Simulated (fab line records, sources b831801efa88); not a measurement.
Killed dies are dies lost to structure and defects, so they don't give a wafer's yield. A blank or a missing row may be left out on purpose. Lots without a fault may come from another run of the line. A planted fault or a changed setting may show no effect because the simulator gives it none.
A struck lot beside a sound one | flow sky130 | 22 steps out of a route of 708
Sound: wafers L972.2, L972.5, L972.6. Struck: wafer L984.5. (L984.1, L984.2 of the same lot were not struck and are left out.) The cause comes at the end.
At each step with rows: each side's tool, then ch and its chambers, then its first start. Under that, the readings that differ: sound wafers | struck wafers | difference of the means | sigmas: that difference in standard deviations of wafers without a fault.
alike: readings whose means differ by less than 2 such deviations, and words and numbers that are the same on both sides. not compared: withheld readings, readings that some wafer has no value for, bounds like >300 that may hide the same value, and numbers for which the record gives no deviation and whose values overlap.
The two part at a step that has a row with sigmas, a row that says differs or no value, or rows on one side only. Numbers that don't overlap but have no deviation are shown without sigmas and don't part them. A reading that every wafer of one side lacks parts them only if that side has two wafers or more.

SKY_METAL2_SPUTTER_00: material Ti, target thk 15 nm, time 10 s.
  sound on pvd_sputter-01, day 36 02:47; struck on pvd_sputter-03, day 39 18:53
  alike: throttle_valve_pct
SKY_METAL2_SPUTTER_01: material TiN, target thk 20 nm, time 16.7 s.
  sound on pvd_sputter-01, day 36 02:49; struck on pvd_sputter-03, day 39 18:54
  alike: throttle_valve_pct
then, 1 step without rows for these wafers: SKY_METAL2_SPUTTER_02 (material AlCu, target thk 250 nm, time 13.3 s).
SKY_METAL2_SPUTTER_03: material Ti, target thk 5 nm, time 3.3 s.
  sound on pvd_sputter-01, day 36 02:52; struck on pvd_sputter-03, day 39 18:57
  alike: throttle_valve_pct
then, 1 step without rows for these wafers: SKY_METAL2_SPUTTER_04 (material TiN, target thk 70 nm, time 58.3 s).
SKY_METAL2_RS_MEAS_05: measures by four-point-probe.
  sound on film_metro-03, day 36 02:56; struck on film_metro-03, day 39 19:01
  alike: METAL2_ALCU_RS
SKY_METAL2_THK_MEAS_06: measures by xrf.
  sound on film_metro-03, day 36 03:03; struck on film_metro-03, day 39 19:08
  alike: METAL2_ALCU_THK
then, 5 steps without rows for these wafers: SKY_METAL2_DEHYDRATE_07 (time 60 s); SKY_METAL2_HMDS_08 (prime time 60 s); SKY_METAL2_COAT_09 (resist thk 60 nm); SKY_METAL2_COAT_10 (resist thk 450 nm); SKY_METAL2_SOFTBAKE_11 (time 90 s).
SKY_METAL2_EXPOSE_12: exposes mask MM2, target cd 140 nm.
  sound on krf_scanner-01 ch 0, day 36 15:52; struck on krf_scanner-01 ch 0, day 40 08:14
  alike: mask
then, 2 steps without rows for these wafers: SKY_METAL2_PEB_13; SKY_METAL2_DEVELOP_14 (develop time 60 s).
SKY_METAL2_CD_MEAS_15: target cd 140 nm.
  sound on cd_sem-01, day 37 05:08; struck on cd_sem-01, day 40 20:26
  reading    | sound             | struck | difference | sigmas
  cd_nm (nm) | 143.0 141.9 141.0 | 123.6  | -18.4      | -11
SKY_METAL2_OVL_MEAS_16:
  sound on overlay-02, day 37 05:14; struck on overlay-01, day 40 20:33
  alike: METAL2_OVL
SKY_METAL2_DESCUM_17: chemistry O2, time 8 s.
  sound on rie_metal-01 ch 0,1, day 37 05:16; struck on rie_metal-03 ch 0, day 40 20:35
  reading                 | sound             | struck | difference | sigmas
  model.METAL2.cd_nm (nm) | 142.7 141.3 139.7 | 123.6  | -17.6      |
  alike: drypump_motor_current_A, oes_product_au
  not compared: rf_hours_counter_h
SKY_METAL2_ETCH_18: etches BARC in N2/H2, stops on SiO2, time 45.9 s, target depth 60 nm.
  sound on rie_metal-01 ch 0,1, day 37 05:19; struck on rie_metal-03 ch 0, day 40 20:37
  alike: drypump_motor_current_A, h2_flow_sccm, oes_product_au, throttle_valve_pct
  not compared: rf_hours_counter_h
SKY_METAL2_METAL_ETCH_19: etches the open film in Cl2/BCl3, stops on SiO2, target depth 360 nm, time 78 s.
  sound on rie_metal-01 ch 0,1, day 37 05:22; struck on rie_metal-03 ch 0, day 40 20:41
  reading                 | sound             | struck | difference | sigmas
  oes_product_au (a.u.)   | 0.861 0.850 0.842 | 0.864  | +0.013     | +2
  model.METAL2.cd_nm (nm) | 137.7 135.8 140.1 | 121    | -17        |
  alike: drypump_motor_current_A, throttle_valve_pct
  not compared: rf_hours_counter_h
SKY_METAL2_STRIP_20: strips in O2/N2.
  sound on plasma_asher-04 ch 0,1, day 37 05:28; struck on plasma_asher-01 ch 1, day 40 20:46
  alike: drypump_motor_current_A, oes_product_au, strip_time_to_endpoint_s
  not compared: rf_hours_counter_h
-- the record jumps here: 9 days lie between the struck wafers' starts before and after (it left off in module METAL2 and takes up again in module PAD_OPEN, whose first step shown is number 708 of the route) --
SKY_PAD_OPEN_PROBE_99:
  sound on prober-01, day 47 12:59; struck on prober-02, day 50 05:28
  reading                  | sound          | struck | difference | sigmas
  defect_limited_yield (%) | 82.5 85.4 83.7 | 75.4   | -8.5       | -5
  killed_at_M0_to_M3       | 41 32 37       | 88     | +51        | +8
  killed_dies              | 86 72 80       | 121    | +42        | +5
  killed_open              | 43 39 34       | 55     | +16        | +2
  killed_short             | 43 32 46       | 27     | -13        | -2
  sort_bin_5_function (%)  | 9.1 7.1 10.0   | 18.7   | +10.0      | +7
  sort_n_pass              | 406 420 412    | 371    | -42        | -5
  sort_yield_pct (%)       | 82.5 85.4 83.7 | 75.4   | -8.5       | -5
  alike: killed_at_M4_up, killed_at_contacts, killed_at_front_end, killed_at_other, sort_bin_3_pad_short, sort_bin_6_memory

WHERE THEY PART
First at SKY_METAL2_CD_MEAS_15; last, within this record, at SKY_PAD_OPEN_PROBE_99.

WHY: what the simulator had put in
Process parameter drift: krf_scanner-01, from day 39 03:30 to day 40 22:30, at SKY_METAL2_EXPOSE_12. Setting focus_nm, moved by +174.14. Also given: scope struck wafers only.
